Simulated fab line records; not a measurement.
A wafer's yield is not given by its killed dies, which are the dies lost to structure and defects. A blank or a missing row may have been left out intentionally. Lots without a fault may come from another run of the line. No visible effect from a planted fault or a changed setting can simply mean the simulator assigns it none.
Commonality check across tools :: flow sfq_line :: 16 lots and 58 wafers in the sample

== WHAT PROMPTED THE OPENING ==
At SFQ_M2_OVL_MEAS_916 the reading M2_OVL is flagged on 4 of 16 lots. Fault-free wafers read -5 nm, with a standard deviation of 7.4.
Rule: flag the lot when none of its wafers has a number, or when each of its wafers that has one lies beyond 4 standard deviations from that mean. All remaining lots are regarded as sound.

lot: L258
measured: day 32 15:16
on: overlay-02
M2_OVL (nm), wafer by wafer: 2 -6 -5
flag: 

lot: L259
measured: day 33 02:04
on: overlay-02
M2_OVL (nm), wafer by wafer: 5 3 7
flag: 

lot: L260
measured: day 33 04:28
on: overlay-02
M2_OVL (nm), wafer by wafer: -16 -16 -17
flag: 

lot: L261
measured: day 33 08:05
on: overlay-02
M2_OVL (nm), wafer by wafer: -7 -10 -12
flag: 

lot: L262
measured: day 33 09:16
on: overlay-01
M2_OVL (nm), wafer by wafer: 1 -4 -9
flag: 

lot: L263
measured: day 33 16:23
on: overlay-02
M2_OVL (nm), wafer by wafer: 0 4 5
flag: 

lot: L264
measured: day 33 23:35
on: overlay-01
M2_OVL (nm), wafer by wafer: -17 -15 -14
flag: 

lot: L265
measured: day 34 03:11
on: overlay-01
M2_OVL (nm), wafer by wafer: -5 5 2
flag: 

lot: L266
measured: day 34 08:06
on: overlay-01
M2_OVL (nm), wafer by wafer: 0 -7 -2
flag: 

lot: L267
measured: day 34 12:55
on: overlay-01
M2_OVL (nm), wafer by wafer: -17 -18 -14
flag: 

lot: L268
measured: day 36 03:19
on: overlay-02
M2_OVL (nm), wafer by wafer: 159 156 162 159
flag: FLAGGED

lot: L269
measured: day 36 05:43
on: overlay-02
M2_OVL (nm), wafer by wafer: 157 158 157 159 162 160
flag: FLAGGED

lot: L270
measured: day 36 11:43
on: overlay-01
M2_OVL (nm), wafer by wafer: 161 168 165 165 172 164
flag: FLAGGED

lot: L276
measured: day 38 11:50
on: overlay-02
M2_OVL (nm), wafer by wafer: 5 5 5
flag: 

lot: L277
measured: day 38 15:58
on: overlay-01
M2_OVL (nm), wafer by wafer: 151 159 155 154 158 159
flag: FLAGGED

lot: L281
measured: day 40 17:53
on: overlay-01
M2_OVL (nm), wafer by wafer: -8 -9 -6
flag: 
The mean of the flagged lots' numbers is 160 nm, +165 nm from the usual (+22 standard deviations).

== WHICH TOOL RAN EACH LOT ==
The record keeps 1 process step preceding the reading, out of 325 steps on the route. Read each cell as the tool, then ch plus the chambers that the sampled wafers visited, then the start.
lot: L258
flag: 
SFQ_TRILAYER_M2_LITHO_EXPOSE_058: krf_scanner-02 ch 0, day 32 13:58

lot: L259
flag: 
SFQ_TRILAYER_M2_LITHO_EXPOSE_058: krf_scanner-02 ch 0, day 33 00:58

lot: L260
flag: 
SFQ_TRILAYER_M2_LITHO_EXPOSE_058: krf_scanner-02 ch 0, day 33 02:58

lot: L261
flag: 
SFQ_TRILAYER_M2_LITHO_EXPOSE_058: krf_scanner-02 ch 0, day 33 07:10

lot: L262
flag: 
SFQ_TRILAYER_M2_LITHO_EXPOSE_058: krf_scanner-02 ch 0, day 33 07:46

lot: L263
flag: 
SFQ_TRILAYER_M2_LITHO_EXPOSE_058: krf_scanner-01 ch 0, day 33 15:17

lot: L264
flag: 
SFQ_TRILAYER_M2_LITHO_EXPOSE_058: krf_scanner-01 ch 0, day 33 22:17

lot: L265
flag: 
SFQ_TRILAYER_M2_LITHO_EXPOSE_058: krf_scanner-01 ch 0, day 34 02:05

lot: L266
flag: 
SFQ_TRILAYER_M2_LITHO_EXPOSE_058: krf_scanner-02 ch 0, day 34 06:36

lot: L267
flag: 
SFQ_TRILAYER_M2_LITHO_EXPOSE_058: krf_scanner-02 ch 0, day 34 11:36

lot: L268
flag: FLAGGED
SFQ_TRILAYER_M2_LITHO_EXPOSE_058: krf_scanner-02 ch 0, day 36 02:00

lot: L269
flag: FLAGGED
SFQ_TRILAYER_M2_LITHO_EXPOSE_058: krf_scanner-02 ch 0, day 36 04:24

lot: L270
flag: FLAGGED
SFQ_TRILAYER_M2_LITHO_EXPOSE_058: krf_scanner-02 ch 0, day 36 10:36

lot: L276
flag: 
SFQ_TRILAYER_M2_LITHO_EXPOSE_058: krf_scanner-01 ch 0, day 38 10:20

lot: L277
flag: FLAGGED
SFQ_TRILAYER_M2_LITHO_EXPOSE_058: krf_scanner-02 ch 0, day 38 14:40

lot: L281
flag: 
SFQ_TRILAYER_M2_LITHO_EXPOSE_058: krf_scanner-01 ch 0, day 40 16:35
What these steps do:
- SFQ_TRILAYER_M2_LITHO_EXPOSE_058: exposes mask M2, target cd 500 nm.
- SFQ_M2_OVL_MEAS_916

== FLAGGED AGAINST TOTAL, ONE TOOL AT A TIME (gauges that did the reading follow at the end) ==
step: SFQ_TRILAYER_M2_LITHO_EXPOSE_058
tool: krf_scanner-01
lots run: 5
flagged: 0
share of the flagged lots: none
sound lots run after its first flagged lot: -

step: SFQ_TRILAYER_M2_LITHO_EXPOSE_058
tool: krf_scanner-02
lots run: 11
flagged: 4
share of the flagged lots: all
sound lots run after its first flagged lot: 0

step: SFQ_M2_OVL_MEAS_916
tool: overlay-01
lots run: 8
flagged: 2
share of the flagged lots: some
sound lots run after its first flagged lot: 1 (L281)

step: SFQ_M2_OVL_MEAS_916
tool: overlay-02
lots run: 8
flagged: 2
share of the flagged lots: some
sound lots run after its first flagged lot: 1 (L276)

== THE TABLE: WHAT IT ALLOWS ==
1 row of the table ran every flagged lot: krf_scanner-02 at SFQ_TRILAYER_M2_LITHO_EXPOSE_058.
- krf_scanner-02 at SFQ_TRILAYER_M2_LITHO_EXPOSE_058: 4 of its 11 lots flagged. Its last sound lot is L267 (day 34 11:36), its first flagged lot L268 (day 36 02:00): a fault that began between those two fits.
Just one tool remains: krf_scanner-02 at SFQ_TRILAYER_M2_LITHO_EXPOSE_058.

== WHAT HAD BEEN PUT IN BY THE SIMULATOR ==
Scanner matching overlay: krf_scanner-02, from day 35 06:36 on, at SFQ_TRILAYER_M2_LITHO_EXPOSE_058. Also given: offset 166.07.
Shown lots that were struck: L268, L269, L270, L277. The rule above found the same.
